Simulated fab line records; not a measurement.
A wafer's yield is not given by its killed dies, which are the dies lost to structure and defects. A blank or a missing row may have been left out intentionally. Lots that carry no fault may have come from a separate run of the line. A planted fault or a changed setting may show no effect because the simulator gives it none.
Comparing a struck lot with a sound one ; flow sky130 ; 30 steps out of a route of 708
Sound: wafers L617.1, L617.2, L617.3. Wafers L625.2, L625.3, L625.4 were the ones struck. Last of all comes the cause.
For every step that has rows: the tool of each side, followed by ch and its chambers, followed by its first start. Under that, the readings that differ: sound wafers ; struck wafers ; difference of the means ; sigmas: that difference in standard deviations of wafers without a fault.
alike: a reading whose means differ by less than 2 such deviations, as well as words and numbers matching on both sides. not compared: withheld readings; readings where some wafer has no value; bounds like >300 that might hide an equal value; numbers whose values overlap and for which the record gives no deviation.
A row with sigmas, a row that says differs or no value, or rows on one side alone: a step with any of these is where the two part. Numbers that have no deviation but don't overlap get no sigmas and don't part them. A reading missing from all wafers of one side parts the sides only when that side holds two or more wafers.

first, 5 steps without rows for these wafers: SKY_SONOS_ONO_COAT_08 (resist thk 1140 nm); SKY_SONOS_ONO_SOFTBAKE_09 (time 60 s); SKY_SONOS_ONO_EXPOSE_10 (exposes mask ONOM, target cd 410 nm); SKY_SONOS_ONO_PEB_11; SKY_SONOS_ONO_DEVELOP_12 (develop time 60 s).
SKY_SONOS_ONO_CD_MEAS_13: target cd 410 nm.
  sound on cdSem-01, day 15 09:25; struck on cdSem-01, day 18 14:29
  alike: cdNm
SKY_SONOS_ONO_OVL_MEAS_14:
  sound on overlay-01, day 15 09:32; struck on overlay-01, day 18 14:36
  alike: SONOS_ONO_OVL
SKY_SONOS_ONO_ETCH_15: etches the open film in CHF3/O2, target depth 19.52 nm, time 7.8 s.
  sound on rieDiel-02 ch 1,2,3, day 15 09:35; struck on rieDiel-03 ch 0,1,3, day 18 14:38
  alike: drypumpMotorCurrentA, oesProductAu, throttleValvePct
  not compared: rfHoursCounterH
then, 1 step without rows for these wafers: SKY_SONOS_ONO_WET_ETCH_16 (etches SiO2 in dHF, target depth 14 nm, time 280 s).
SKY_SONOS_ONO_STRIP_17: strips in O2/N2.
  sound on plasmaAsher-04 ch 0,1, day 15 09:41; struck on plasmaAsher-04 ch 0,1, day 18 14:44
  alike: drypumpMotorCurrentA, oesProductAu, stripTimeToEndpointS
  not compared: rfHoursCounterH
then, 2 steps without rows for these wafers: SKY_SONOS_ONO_WET_ETCH_18 (etches Si3N4 in H3PO4, target depth 15 nm, time 172 s); SKY_GATE_OXIDE_CLEAN_00 (cleans in SC1/SC2, time 150 s).
SKY_GATE_OXIDE_OXIDATION_01: stabilise 600 s, purge 300 s, target thk 10.268 nm.
  sound on furnace-02 ch 0, day 15 10:38; struck on furnace-01 ch 0, day 18 15:19
reading;sound;struck;difference;sigmas
oxTimeS (s);1473 1473 1473;662.85 662.85 662.85;-810.15;
model.SiO2_of_GATE_OXIDE_OXIDATION_01.thkNm (nm);10.3 10.26 10.11;6.289 6.096 6.16;-4.042;
  alike: spikeTcUpperC
SKY_GATE_OXIDE_THK_MEAS_02:
  sound on filmMetro-03, day 15 12:02; struck on filmMetro-03, day 18 16:44
reading;sound;struck;difference;sigmas
GATE_OXIDE_OXIDATION_00_THK (nm);10.31 10.20 10.08;6.29 6.09 6.12;-4.03;-16
then, 7 steps without rows for these wafers: SKY_GATE_OXIDE_DEHYDRATE_03 (time 60 s); SKY_GATE_OXIDE_HMDS_04 (prime time 60 s); SKY_GATE_OXIDE_COAT_05 (resist thk 1140 nm); SKY_GATE_OXIDE_SOFTBAKE_06 (time 60 s); SKY_GATE_OXIDE_EXPOSE_07 (exposes mask LVOM, target cd 600 nm); SKY_GATE_OXIDE_PEB_08; SKY_GATE_OXIDE_DEVELOP_09 (develop time 60 s).
SKY_GATE_OXIDE_OVL_MEAS_10:
  sound on overlay-02, day 16 15:55; struck on overlay-02, day 19 23:29
  alike: GATE_OXIDE_OVL
then, 2 steps without rows for these wafers: SKY_GATE_OXIDE_IMPLANT_11; SKY_GATE_OXIDE_WET_ETCH_12 (etches SiO2 in dHF, target depth 16.8 nm, time 336 s).
SKY_GATE_OXIDE_STRIP_13: strips in O2/N2.
  sound on plasmaAsher-01 ch 0,1, day 16 16:14; struck on plasmaAsher-03 ch 0,1, day 19 23:46
reading;sound;struck;difference;sigmas
stripTimeToEndpointS (s);14.13 14.07 14.12;14.19 14.22 14.19;+0.09;+3
  alike: drypumpMotorCurrentA, oesProductAu
  not compared: rfHoursCounterH
SKY_GATE_OXIDE_TW_MEAS_14:
  sound on filmMetro-02, day 16 16:20; struck on filmMetro-02, day 19 23:53
  alike: GATE_OXIDE_TW
then, 1 step without rows for these wafers: SKY_GATE_OXIDE_CLEAN_15 (cleans in SC1/SC2, time 150 s).
SKY_GATE_OXIDE_OXIDATION_16: stabilise 600 s, purge 300 s, target thk 3.57 nm.
  sound on furnace-01 ch 0, day 16 17:44; struck on furnace-02 ch 0, day 20 00:26
reading;sound;struck;difference;sigmas
model.SiO2_of_GATE_OXIDE_OXIDATION_01.thkNm (nm);11.65 11.64 11.52;7.932 7.765 7.803;-3.770;
  alike: oxTimeS, spikeTcUpperC
then, 1 step without rows for these wafers: SKY_POLY_GATE_CVD_00 (deposits poly-Si, target thk 180 nm, time 720 s).
-- record jumps: 30 days separate the struck wafers' starts on either side; left off in module POLY_GATE, taken up again in module PAD_OPEN, whose first shown step is the route's number 708 --
SKY_PAD_OPEN_PROBE_99:
  sound on prober-02, day 47 22:59; struck on prober-02, day 49 22:54
reading;sound;struck;difference;sigmas
model.etest.nfet_16v.rOnOhmUm;1.396e+04 1.396e+04 1.383e+04;1.246e+04 1.222e+04 1.227e+04;-1.600e+03;
model.etest.pfet_16v.rOnOhmUm;1.479e+04 1.492e+04 1.499e+04;1.417e+04 1.403e+04 1.398e+04;-8.400e+02;
model.etest.pfetG5v0d10v5.rOnOhmUm;4778 4809 4751;3951 3894 3930;-854;
model.etest.tipSonos.rsOhmSq;2630 2652 2625;2024 2007 2017;-620;
model.etest.nfetG5v0d10v5.rOnOhmUm;1892 1917 1890;1562 1547 1540;-350;
model.etest.nfetG5v0d10v5.driveUaUm;599.2 600.7 614.8;843.1 863.6 863.6;+251.9;
model.etest.nfet_05v0_nvt.driveUaUm;571.3 574 574;778.2 788.4 784.1;+210.5;
model.etest.tipP.rsOhmSq;6810 6825 6841;6769 6681 6678;-116;
  alike: killed_at_M0_to_M3, killed_at_M4_up, killedAtContacts, killedAtFrontEnd, killedAtOther, killedDies, killedOpen, killedShort

## WHERE THEY PART
Earliest at SKY_GATE_OXIDE_THK_MEAS_02; latest, in this record, at SKY_GATE_OXIDE_STRIP_13. Later steps at which nothing parts them and some readings are alike: SKY_GATE_OXIDE_TW_MEAS_14, SKY_GATE_OXIDE_OXIDATION_16, SKY_PAD_OPEN_PROBE_99.

WHY: what had been put in by the simulator
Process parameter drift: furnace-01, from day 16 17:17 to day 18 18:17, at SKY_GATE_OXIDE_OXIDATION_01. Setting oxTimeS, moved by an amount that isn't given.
